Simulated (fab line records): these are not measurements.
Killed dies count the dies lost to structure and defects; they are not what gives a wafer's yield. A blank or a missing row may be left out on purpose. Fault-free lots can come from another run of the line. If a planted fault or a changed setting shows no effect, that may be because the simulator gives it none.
Code-filled problem report in 8D (eight disciplines) form | flow gf180mcu | the parts of the form that need people (team, actions taken, sign-off) are left out

== 1. PROBLEM STATEMENT ==
MVPSD_RS at GF_VT_IMPLANT_RS_MEAS_49 reads a mean of 1149.2 ohm/sq on 9 wafers of 3 lots; wafers without a fault read 1172.4 ohm/sq with a standard deviation of 2.7. That puts it -8.6 standard deviations away from the usual mean.
The step: measures by four-point-probe.
First seen on wafer L497.2, day 9 21:46, on film_metro-04. Wafers with a number at this step in the record: 39, from 13 lots. Rule for "out", or "out of limits": more than 4 standard deviations from the usual mean. The other wafers with a number count as sound.

== 2. WHAT IT IS AND WHAT IT IS NOT ==
question                    | is                           | is not
which readings at this step | MVPSD_RS                     | -
which lots                  | L497, L498, L504             | L490, L491, L492, L494, L495, L500, L506, L508, L511, L512
which wafers of those lots  | all that have a number       | -
read on which gauges        | film_metro-03, film_metro-04 | film_metro-01
when                        | from day 9 21:46             | up to then (15 sound wafers); but 15 sound wafers of L500, L506, L508, L511, L512 came after

== 3. WHAT RULES OUT EACH SUSPECT ==
Counting: a tool at any process step up to the reading remains a suspect when it ran all the lots that are out and ran no sound lot after the first of those.
- the gauge at GF_VT_IMPLANT_RS_MEAS_49 is ruled out. 2 gauges (film_metro-03, film_metro-04) read the wafers that are out.
- implanter-03 at GF_MVPSD_IMPLANT_08: kept. It processed each lot that is out, first L497 at day 7 02:05, and no sound lot thereafter; up to then, the last sound lot it processed was L495 at day 6 15:12. Its own dose_ions_cm2 readings are out on those wafers.
Left after counting: implanter-03 at GF_MVPSD_IMPLANT_08.

== 4. THE CAUSE (what the simulator had put in) ==
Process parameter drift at GF_MVPSD_IMPLANT_08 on implanter-03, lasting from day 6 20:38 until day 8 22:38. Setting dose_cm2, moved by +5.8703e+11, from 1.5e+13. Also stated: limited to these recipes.
The count eliminated every tool but this one.

== 5. THE EFFECT CHAIN, in route order ==
Each row: a reading where the mean over the struck wafers with a number is more than 3 standard deviations away from the usual. Only readings for which the record gives a usual standard deviation are gone through. hours: the time from each lot's start at the first step in this table that gives one to its start at this step, as a median over the lots. sigmas: the change in usual standard deviations.
hours | step                     | reading       | usual         | on struck wafers | change      | sigmas
0     | GF_MVPSD_IMPLANT_08      | dose_ions_cm2 | 1.5002e+13    | 1.5602e+13       | +5.9956e+11 | +37
68    | GF_VT_IMPLANT_RS_MEAS_49 | MVPSD_RS      | 1172.4 ohm/sq | 1149.2           | -23.2       | -8.6
The process steps in it:
- GF_MVPSD_IMPLANT_08
Later steps that measure or inspect, where all struck wafers having a row at the step show a number for every such reading and not one has moved that far: GF_V1_CD_MEAS_14.

== 6. HOW IT WOULD HAVE BEEN CAUGHT EARLIER ==
In this record the first reading out of limits at a measuring or inspecting step was taken at day 9 21:46, 73 hours after the fault began at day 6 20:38.
The tool's own readings at GF_MVPSD_IMPLANT_08 were out on every struck wafer that the step has a row for (dose_ions_cm2): an alarm limit on them would have fired on the first of those.
By day 9 21:46 the whole set of lots that are out, 3 in number, had already begun GF_MVPSD_IMPLANT_08 on implanter-03. Holding the tool at that point would not have protected any of them.
